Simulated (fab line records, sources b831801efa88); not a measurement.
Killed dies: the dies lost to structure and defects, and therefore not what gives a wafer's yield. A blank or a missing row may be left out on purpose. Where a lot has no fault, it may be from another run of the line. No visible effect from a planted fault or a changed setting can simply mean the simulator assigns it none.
A struck lot beside a sound one | flow sky130 | 26 steps out of a route of 708
Sound: these wafers, L785.1, L785.3, L785.6. Struck: wafers L793.1, L793.5, L793.6. The cause is named last.
Per side, at each step with rows, come the tool, then ch with its chambers, and then its first start. Under that, the readings that differ: sound wafers | struck wafers | difference of the means | sigmas: that difference in standard deviations of wafers without a fault.
alike: readings with means less than 2 such deviations apart, plus words and numbers identical on both sides. not compared: withheld readings, readings lacking a value on some wafer, bounds such as >300 that could conceal the same value, and numbers that have no deviation in the record and whose values overlap.
The two part at a step that has a row with sigmas, a row that says differs or no value, or rows on one side only. Non-overlapping numbers with no deviation appear without sigmas and do not part them. A reading missing from all wafers of one side parts the sides only when that side holds two or more wafers.

first, 3 steps without rows for these wafers: SKY_CAPM_EXPOSE_09 (exposes mask CAPM, target cd 1000 nm); SKY_CAPM_PEB_10; SKY_CAPM_DEVELOP_11 (develop time 60 s).
SKY_CAPM_OVL_MEAS_12:
  sound: overlay-02 at day 38 19:02; struck: overlay-02 at day 40 15:05
  alike: CAPM_OVL
SKY_CAPM_METAL_ETCH_13: etches TiN in Cl2/BCl3, stops on SiO2, target depth 220 nm, time 62.9 s.
  sound on rie metal-04 ch 0,1, day 38 19:05; struck on rie metal-04 ch 0,1, day 40 15:08
  alike: chamber pressure mTorr, drypump motor current A, oes product au, throttle valve pct
  not compared: rf hours counter h
SKY_CAPM_STRIP_14: strips in O2/N2.
  sound on plasma asher-01 ch 1, day 38 19:10; struck on plasma asher-04 ch 0,1, day 40 15:13
  alike: chamber pressure mTorr, drypump motor current A, oes product au, strip time to endpoint s
  not compared: rf hours counter h
then, 6 steps without rows for these wafers: SKY_CAPM_STRIP_15 (strips in post etch residue remover, time 1200 s); SKY_CAPM_CLEAN_16 (cleans in IPA, time 180 s); SKY_CAPM_CLEAN_17 (cleans in O3/DIW); SKY_METAL3_DEHYDRATE_05 (time 60 s); SKY_METAL3_HMDS_06 (prime time 60 s); SKY_METAL3_COAT_07 (resist thk 60 nm).
SKY_METAL3_COAT_08: resist thk 1140 nm.
  sound on litho track-01 ch 0, day 39 07:00; struck on litho track-01 ch 0, day 41 04:00
  reading                                       | sound          | struck         | difference | sigmas
  model.KrF-thick_of_METAL3_COAT_08.thk nm (nm) | 1139 1140 1142 | 1225 1224 1227 | +85        |
  alike: chill plate temp C, spin speed rpm
then, 4 steps without rows for these wafers: SKY_METAL3_SOFTBAKE_09 (time 90 s); SKY_METAL3_EXPOSE_10 (exposes mask MM3, target cd 300 nm); SKY_METAL3_PEB_11; SKY_METAL3_DEVELOP_12 (develop time 60 s).
SKY_METAL3_CD_MEAS_13: target cd 300 nm.
  sound: cd sem-02 at day 39 20:36; struck: cd sem-01 at day 41 16:05
  reading    | sound             | struck            | difference | sigmas
  cd nm (nm) | 297.7 299.2 298.7 | 303.4 301.5 302.4 | +3.9       | +3
SKY_METAL3_OVL_MEAS_14:
  sound: overlay-01 at day 39 20:43; struck: overlay-01 at day 41 16:13
  alike: METAL3_OVL
SKY_METAL3_DESCUM_15: chemistry O2, time 8 s.
  sound on rie metal-03 ch 0,1, day 39 20:46; struck on rie metal-04 ch 0,1, day 41 16:15
  reading                 | sound             | struck            | difference | sigmas
  model.METAL3.cd nm (nm) | 297.6 298.9 298.6 | 303.3 301.2 302.4 | +3.9       |
  alike: chamber pressure mTorr, drypump motor current A, oes product au
  not compared: rf hours counter h
SKY_METAL3_ETCH_16: etches BARC in N2/H2, stops on SiO2, time 88.2 s, target depth 60 nm.
  sound on rie metal-03 ch 0,1, day 39 20:47; struck on rie metal-04 ch 0,1, day 41 16:17
  alike: chamber pressure mTorr, drypump motor current A, oes product au, throttle valve pct
  not compared: rf hours counter h
SKY_METAL3_ETCH_17: etches SiO2 in C4F8/O2/Ar, stops on TiN, time 3.9 s, target depth 15 nm.
  sound on rie diel-02 ch 1,3, day 39 20:53; struck on rie diel-04 ch 1,3, day 41 16:23
  alike: chamber pressure mTorr, oes product au
  not compared: rf hours counter h
SKY_METAL3_METAL_ETCH_18: etches the open film in Cl2/BCl3, stops on SiO2, target depth 845 nm, time 183.1 s.
  sound on rie metal-01 ch 0,1, day 39 20:55; struck on rie metal-01 ch 0,1, day 41 16:24
  reading                                       | sound           | struck            | difference | sigmas
  model.KrF-thick_of_METAL3_COAT_08.thk nm (nm) | 516 518.4 548.4 | 618.1 620.9 598.1 | +84.8      |
  alike: chamber pressure mTorr, drypump motor current A, oes product au, throttle valve pct
  not compared: rf hours counter h
SKY_METAL3_STRIP_19: strips in O2/N2.
  sound on plasma asher-01 ch 0,1, day 39 21:05; struck on plasma asher-03 ch 0,1, day 41 16:35
  reading                      | sound             | struck            | difference | sigmas
  oes product au (a.u.)        | 0.497 0.503 0.517 | 0.546 0.535 0.533 | +0.032     | +5
  strip time to endpoint s (s) | 6.42 6.44 6.75    | 7.43 7.47 7.22    | +0.84      | +8
  alike: chamber pressure mTorr, drypump motor current A
  not compared: rf hours counter h
then, 2 steps without rows for these wafers: SKY_METAL3_STRIP_20 (strips in post etch residue remover, time 1200 s); SKY_PAD_OPEN_PROBE_99.

== WHERE THEY PART ==
At SKY_METAL3_CD_MEAS_13 first; at SKY_METAL3_STRIP_19 last (within this record only).

WHY: what had been put in by the simulator
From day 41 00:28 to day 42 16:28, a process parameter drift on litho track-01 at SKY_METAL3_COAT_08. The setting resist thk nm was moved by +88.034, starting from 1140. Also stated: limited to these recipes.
